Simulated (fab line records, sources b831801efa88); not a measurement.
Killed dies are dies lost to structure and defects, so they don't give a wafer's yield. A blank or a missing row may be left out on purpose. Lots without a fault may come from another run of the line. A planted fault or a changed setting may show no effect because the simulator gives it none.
A struck lot beside a sound one | flow sky130 | 16 steps out of a route of 708
Sound: wafers L361.1, L361.4, L361.6. Struck: wafer L375.1. (L375.2, L375.5 of the same lot were not struck and are left out.) The cause comes at the end.
At each step with rows: each side's tool, then ch and its chambers, then its first start. Under that, the readings that differ: sound wafers | struck wafers | difference of the means | sigmas: that difference in standard deviations of wafers without a fault.
alike: readings whose means differ by less than 2 such deviations, and words and numbers that are the same on both sides. not compared: withheld readings, readings that some wafer has no value for, bounds like >300 that may hide the same value, and numbers for which the record gives no deviation and whose values overlap.
The two part at a step that has a row with sigmas, a row that says differs or no value, or rows on one side only. Numbers that don't overlap but have no deviation are shown without sigmas and don't part them. A reading that every wafer of one side lacks parts them only if that side has two wafers or more.

SKY_METAL5_SPUTTER_03: material Ti, target thk 5 nm, time 3.3 s.
  sound on pvd_sputter-04, day 44 11:59; struck on pvd_sputter-03, day 48 02:57
  alike: cathode_dc_power_W, throttle_valve_pct
SKY_METAL5_SPUTTER_04: material TiN, target thk 70 nm, time 58.3 s.
  sound on pvd_sputter-04, day 44 11:59; struck on pvd_sputter-03, day 48 02:58
  alike: cathode_dc_power_W, throttle_valve_pct
SKY_METAL5_RS_MEAS_05: measures by four-point-probe.
  sound on film_metro-01, day 44 12:02; struck on film_metro-04, day 48 03:01
  alike: METAL5_ALCU_RS
SKY_METAL5_THK_MEAS_06: measures by xrf.
  sound on film_metro-01, day 44 12:10; struck on film_metro-04, day 48 03:08
  alike: METAL5_ALCU_THK
then, 7 steps without rows for these wafers: SKY_METAL5_DEHYDRATE_07 (time 60 s); SKY_METAL5_HMDS_08 (prime time 60 s); SKY_METAL5_COAT_09 (resist thk 1800 nm); SKY_METAL5_SOFTBAKE_10 (time 60 s); SKY_METAL5_EXPOSE_11 (exposes mask MM5, target cd 1600 nm); SKY_METAL5_PEB_12; SKY_METAL5_DEVELOP_13 (develop time 60 s).
SKY_METAL5_DESCUM_14: chemistry O2, time 11 s.
  sound on rie_metal-01 ch 0,1, day 45 09:38; struck on rie_metal-01 ch 1, day 48 21:14
  alike: drypump_motor_current_A, he_backside_leak_sccm, oes_product_au
  not compared: rf_hours_counter_h
SKY_METAL5_METAL_ETCH_15: etches the open film in Cl2/BCl3, stops on SiO2, target depth 1260 nm, time 252 s.
  sound on rie_metal-01 ch 0,1, day 45 09:40; struck on rie_metal-01 ch 1, day 48 21:16
  reading                                     | sound             | struck | difference | sigmas
  oes_product_au (a.u.)                       | 0.900 0.897 0.905 | 0.736  | -0.165     | -34
  model.METAL5.feature_depth_nm (nm)          | 1255 1255 1264    | 881.7  | -376.3     |
  model.etch.depth_nm (nm)                    | 1255 1255 1264    | 881.7  | -376.3     |
  model.NOVOLAK_of_METAL5_COAT_09.thk_nm (nm) | 1037 1046 1042    | 1347   | +305       |
  alike: drypump_motor_current_A, he_backside_leak_sccm, mfc_cl2_sccm, throttle_valve_pct
  not compared: rf_hours_counter_h
SKY_METAL5_STRIP_16: strips in O2/N2.
  sound on plasma_asher-01 ch 0,1, day 45 09:54; struck on plasma_asher-02 ch 0, day 48 21:30
  reading                      | sound             | struck | difference | sigmas
  strip_time_to_endpoint_s (s) | 13.11 13.20 13.15 | 16.62  | +3.47      | +13
  alike: drypump_motor_current_A, o2_flow_sccm, oes_product_au
  not compared: rf_hours_counter_h
then, 1 step without rows for these wafers: SKY_METAL5_STRIP_17 (strips in post etch residue remover, time 1200 s).
SKY_PAD_OPEN_PROBE_99:
  sound on prober-02, day 47 05:48; struck on prober-01, day 50 09:50
  reading                  | sound          | struck | difference | sigmas
  defect_limited_yield (%) | 82.5 82.9 82.5 | 0      | -83        | -46
  killed_at_M0_to_M3       | 53 41 49       | 28     | -20        | -3
  killed_at_M4_up          | 0 2 3          | 409    | +407       | +99 or more
  killed_at_front_end      | 14 16 15       | 32     | +17        | +4
  killed_dies              | 86 84 86       | 492    | +407       | +46
  killed_on_rim            | 15 15 13       | 96     | +82        | +23
  sort_bin_5_function (%)  | 11.2 10.4 10.2 | 91.5   | +80.9      | +62
  sort_n_pass              | 406 408 406    | 0      | -407       | -46
  sort_yield_pct (%)       | 82.5 82.9 82.5 | 0      | -83        | -46
  alike: killed_at_contacts, killed_at_other, killed_open, killed_short, sort_bin_3_pad_short, sort_bin_6_memory

WHERE THEY PART
First at SKY_METAL5_METAL_ETCH_15; last, within this record, at SKY_PAD_OPEN_PROBE_99.

WHY: what the simulator had put in
Process parameter drift: rie_metal-01, from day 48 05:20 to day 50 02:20, at SKY_METAL5_METAL_ETCH_15. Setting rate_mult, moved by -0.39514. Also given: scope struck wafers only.
